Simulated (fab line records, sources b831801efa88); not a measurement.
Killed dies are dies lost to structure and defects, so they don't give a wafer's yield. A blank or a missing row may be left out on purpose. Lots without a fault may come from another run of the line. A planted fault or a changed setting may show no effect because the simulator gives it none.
Which tool did it? | flow sky130 | 13 lots, 39 wafers sampled, at 5 steps of a route of 708

WHAT THE GAUGES READ, wafer by wafer
The record holds no reading of a measuring or inspecting step that can be judged against a usual standard deviation.

WHICH TOOL RAN EACH LOT (tool, then ch and the chambers of the sampled wafers, then the start)
lot  | SKY_CAPM_STRIP_14                    | SKY_METAL3_DESCUM_15              | SKY_METAL3_STRIP_19                  | SKY_METAL4_SPUTTER_01        | SKY_PAD_OPEN_PROBE_99
L732 | plasma_asher-01 ch 0,1, day 37 23:42 | rie_metal-02 ch 0,1, day 39 01:23 | plasma_asher-04 ch 0,1, day 39 01:43 | pvd_sputter-01, day 40 05:21 | -
L733 | plasma_asher-01 ch 0,1, day 38 17:49 | rie_metal-04 ch 1, day 39 19:34   | plasma_asher-04 ch 0, day 39 19:54   | pvd_sputter-01, day 40 22:20 | -
L734 | plasma_asher-01 ch 0,1, day 38 22:08 | rie_metal-04 ch 0,1, day 40 00:05 | plasma_asher-04 ch 0,1, day 40 00:25 | pvd_sputter-02, day 41 04:25 | prober-02, day 47 05:56
L737 | plasma_asher-02 ch 0,1, day 39 09:17 | rie_metal-04 ch 0,1, day 40 10:17 | plasma_asher-04 ch 0,1, day 40 10:37 | pvd_sputter-02, day 41 13:27 | -
L738 | plasma_asher-02 ch 0,1, day 39 13:14 | rie_metal-02 ch 0,1, day 40 15:02 | plasma_asher-03 ch 0,1, day 40 15:22 | pvd_sputter-04, day 41 18:44 | prober-02, day 47 11:48
L739 | plasma_asher-03 ch 0,1, day 39 21:32 | rie_metal-02 ch 0,1, day 40 22:29 | plasma_asher-04 ch 0,1, day 40 22:50 | pvd_sputter-02, day 42 01:27 | -
L742 | plasma_asher-02 ch 0,1, day 40 21:08 | rie_metal-03 ch 0,1, day 41 21:52 | plasma_asher-03 ch 0,1, day 41 22:12 | pvd_sputter-02, day 43 00:37 | -
L743 | plasma_asher-02 ch 0,1, day 41 06:20 | rie_metal-04 ch 0,1, day 42 06:02 | plasma_asher-02 ch 0,1, day 42 06:22 | pvd_sputter-02, day 43 09:39 | -
L745 | plasma_asher-03 ch 0,1, day 41 07:56 | rie_metal-02 ch 0, day 42 08:26   | plasma_asher-03 ch 0,1, day 42 08:46 | pvd_sputter-02, day 43 11:46 | -
L750 | plasma_asher-02 ch 0,1, day 43 03:59 | rie_metal-03 ch 0,1, day 44 03:44 | plasma_asher-04 ch 0,1, day 44 04:04 | pvd_sputter-02, day 45 05:29 | -
L751 | plasma_asher-02 ch 0,1, day 43 06:02 | rie_metal-02 ch 0,1, day 44 06:41 | plasma_asher-04 ch 0,1, day 44 07:05 | pvd_sputter-04, day 45 07:58 | -
L752 | plasma_asher-01 ch 0,1, day 43 11:53 | rie_metal-04 ch 1, day 44 11:22   | plasma_asher-03 ch 0,1, day 44 11:42 | pvd_sputter-02, day 45 12:53 | -
L755 | plasma_asher-01 ch 0,1, day 44 05:38 | rie_metal-02 ch 0,1, day 45 04:26 | plasma_asher-03 ch 0,1, day 45 04:47 | pvd_sputter-01, day 46 08:31 | -
- SKY_CAPM_STRIP_14: strips in O2/N2.
- SKY_METAL3_DESCUM_15: chemistry O2, time 8 s.
- SKY_METAL3_STRIP_19: strips in O2/N2.
- SKY_METAL4_SPUTTER_01: material TiN, target thk 20 nm, time 16.7 s.
- SKY_PAD_OPEN_PROBE_99

WHAT THE TOOLS THEMSELVES READ (means of the sampled wafers that have a number; where no wafer has one, the mark that the record gives instead)
SKY_CAPM_STRIP_14. Usual: drypump_motor_current_A 5.7 A, standard deviation 0.56; oes_product_au 0.710 a.u., standard deviation 0.0045; strip_time_to_endpoint_s 12.66 s, standard deviation 0.04.
lot  | tool            | drypump_motor_current_A (A) | oes_product_au (a.u.) | strip_time_to_endpoint_s (s) | flag
L732 | plasma_asher-01 | 6.2                         | 0.709                 | 12.66                        |
L733 | plasma_asher-01 | 6.2                         | 0.709                 | 12.71                        |
L734 | plasma_asher-01 | 6.2                         | 0.709                 | 12.65                        |
L737 | plasma_asher-02 | 5.2                         | 0.708                 | 12.71                        |
L738 | plasma_asher-02 | 5.0                         | 0.706                 | 12.75                        |
L739 | plasma_asher-03 | 5.9                         | 0.711                 | 12.65                        |
L742 | plasma_asher-02 | 5.2                         | 0.709                 | 12.62                        |
L743 | plasma_asher-02 | 5.0                         | 0.708                 | 12.65                        |
L745 | plasma_asher-03 | 5.6                         | 0.711                 | 12.62                        |
L750 | plasma_asher-02 | 5.2                         | 0.712                 | 12.67                        |
L751 | plasma_asher-02 | 4.9                         | 0.712                 | 12.66                        |
L752 | plasma_asher-01 | 6.2                         | 0.704                 | 12.66                        |
L755 | plasma_asher-01 | 6.2                         | 0.713                 | 12.64                        |

SKY_METAL3_DESCUM_15. Usual: drypump_motor_current_A 5.7 A, standard deviation 0.44; oes_product_au 1.000 a.u., standard deviation 0.0085.
lot  | tool         | drypump_motor_current_A (A) | oes_product_au (a.u.) | flag
L732 | rie_metal-02 | 5.7                         | 1.004                 |
L733 | rie_metal-04 | 5.7                         | 0.996                 |
L734 | rie_metal-04 | 6.0                         | 0.997                 |
L737 | rie_metal-04 | 6.0                         | 0.993                 |
L738 | rie_metal-02 | 5.9                         | 1.000                 |
L739 | rie_metal-02 | 5.7                         | 1.002                 |
L742 | rie_metal-03 | 5.4                         | 1.002                 |
L743 | rie_metal-04 | 5.9                         | 0.999                 |
L745 | rie_metal-02 | 5.6                         | 0.993                 |
L750 | rie_metal-03 | 5.4                         | 1.004                 |
L751 | rie_metal-02 | 5.9                         | 0.987                 |
L752 | rie_metal-04 | 5.7                         | 0.991                 |
L755 | rie_metal-02 | 5.7                         | 1.003                 |

SKY_METAL3_STRIP_19. Usual: drypump_motor_current_A 5.6 A, standard deviation 0.41; oes_product_au 0.500 a.u., standard deviation 0.0046; strip_time_to_endpoint_s 6.48 s, standard deviation 0.068.
lot  | tool            | drypump_motor_current_A (A) | oes_product_au (a.u.) | strip_time_to_endpoint_s (s) | flag
L732 | plasma_asher-04 | 5.5                         | 0.499                 | 6.38                         |
L733 | plasma_asher-04 | 5.4                         | 0.500                 | 6.48                         |
L734 | plasma_asher-04 | 5.5                         | 0.502                 | 6.48                         |
L737 | plasma_asher-04 | 5.7                         | 0.502                 | 6.54                         |
L738 | plasma_asher-03 | 5.9                         | 0.500                 | 6.40                         |
L739 | plasma_asher-04 | 5.7                         | 0.499                 | 6.42                         |
L742 | plasma_asher-03 | 5.6                         | 0.501                 | 6.55                         |
L743 | plasma_asher-02 | 5.0                         | 0.501                 | 6.47                         |
L745 | plasma_asher-03 | 5.9                         | 0.505                 | 6.56                         |
L750 | plasma_asher-04 | 5.7                         | 0.502                 | 6.51                         |
L751 | plasma_asher-04 | 5.7                         | 0.499                 | 6.42                         |
L752 | plasma_asher-03 | 5.9                         | 0.503                 | 6.45                         |
L755 | plasma_asher-03 | 5.9                         | 0.504                 | 6.56                         |

SKY_METAL4_SPUTTER_01. Usual: cathode_dc_power_W 6499.9 W, standard deviation 1.2; chamber_pressure_pa 0.4000 Pa, standard deviation 0.00075; throttle_valve_pct 30.1 %, standard deviation 1.
lot  | tool           | cathode_dc_power_W (W) | chamber_pressure_pa (Pa) | throttle_valve_pct (%) | flag
L732 | pvd_sputter-01 | 6499.7                 | 0.3994                   | 30.1                   |
L733 | pvd_sputter-01 | 6498.6                 | 0.4005                   | 30.6                   |
L734 | pvd_sputter-02 | 6500.9                 | 0.4000                   | 30.1                   |
L737 | pvd_sputter-02 | 6498.8                 | 0.4002                   | 30.0                   |
L738 | pvd_sputter-04 | 6500.2                 | 0.4006                   | 29.7                   |
L739 | pvd_sputter-02 | 6500.1                 | 0.3994                   | 29.5                   |
L742 | pvd_sputter-02 | 6500.8                 | 0.3997                   | 29.7                   |
L743 | pvd_sputter-02 | 6500.8                 | 0.3999                   | 29.5                   |
L745 | pvd_sputter-02 | 6500.3                 | 0.3997                   | 29.9                   |
L750 | pvd_sputter-02 | -                      | -                        | -                      | OFF
L751 | pvd_sputter-04 | -                      | -                        | -                      | OFF
L752 | pvd_sputter-02 | -                      | -                        | -                      | OFF
L755 | pvd_sputter-01 | 6500.2                 | 0.4003                   | 30.6                   |

SKY_PAD_OPEN_PROBE_99. Usual: defect_limited_yield 82.9 %, standard deviation 1.8; killed_at_M0_to_M3 42, standard deviation 7.2; killed_at_M4_up 3.2, standard deviation 1.8; killed_at_contacts 24, standard deviation 5.4; killed_at_front_end 15, standard deviation 4; killed_at_other 0.3, standard deviation 0.59; killed_dies 84, standard deviation 9; killed_open 46, standard deviation 7.1; killed_short 38, standard deviation 6; sort_bin_3_pad_short 0.8 %, standard deviation 0.41; sort_bin_5_function 10.1 %, standard deviation 1.3; sort_bin_6_memory 6.3 %, standard deviation 1.2; sort_n_pass 408, standard deviation 9; sort_yield_pct 82.9 %, standard deviation 1.8.
lot  | tool      | defect_limited_yield (%) | killed_at_M0_to_M3 | killed_at_M4_up | killed_at_contacts | killed_at_front_end | killed_at_other | killed_dies | killed_open | killed_short | sort_bin_3_pad_short (%) | sort_bin_5_function (%) | sort_bin_6_memory (%) | sort_n_pass | sort_yield_pct (%) | flag
L734 | prober-02 | 80.9                     | 46                 | 1.7             | 30                 | 16                  | 0.0             | 94          | 51          | 42           | 1.1                      | 10.8                    | 7.2                   | 398         | 80.9               |
L738 | prober-02 | 82.0                     | 44                 | 2.0             | 26                 | 16                  | 0.3             | 89          | 48          | 40           | 1.1                      | 11.1                    | 5.8                   | 403         | 82.0               |

THE ANSWER, worked out from the rows above alone
Rule: a lot is off if the mean of its wafers that have a number lies more than 3 standard deviations from the usual mean. A lot without any number at a reading at which 4 lots or more have one is off too. The other lots that the step has rows for count as sound. The gauges are gone through in route order, then the tools' own readings, and for those a lot's mean is taken as printed above. The first step at which some lot is off is used, and at that step the reading that is off furthest; a lot without a number counts as furthest.
Off: L750, L751, L752, at SKY_METAL4_SPUTTER_01 (cathode_dc_power_W). Without a number there: L750, L751, L752.
A tool fits if, at that step or a process step before it, it ran every lot that is off, and no sound lot after the first of them. None of those tried fits.

WHAT THE SIMULATOR HAD PUT IN
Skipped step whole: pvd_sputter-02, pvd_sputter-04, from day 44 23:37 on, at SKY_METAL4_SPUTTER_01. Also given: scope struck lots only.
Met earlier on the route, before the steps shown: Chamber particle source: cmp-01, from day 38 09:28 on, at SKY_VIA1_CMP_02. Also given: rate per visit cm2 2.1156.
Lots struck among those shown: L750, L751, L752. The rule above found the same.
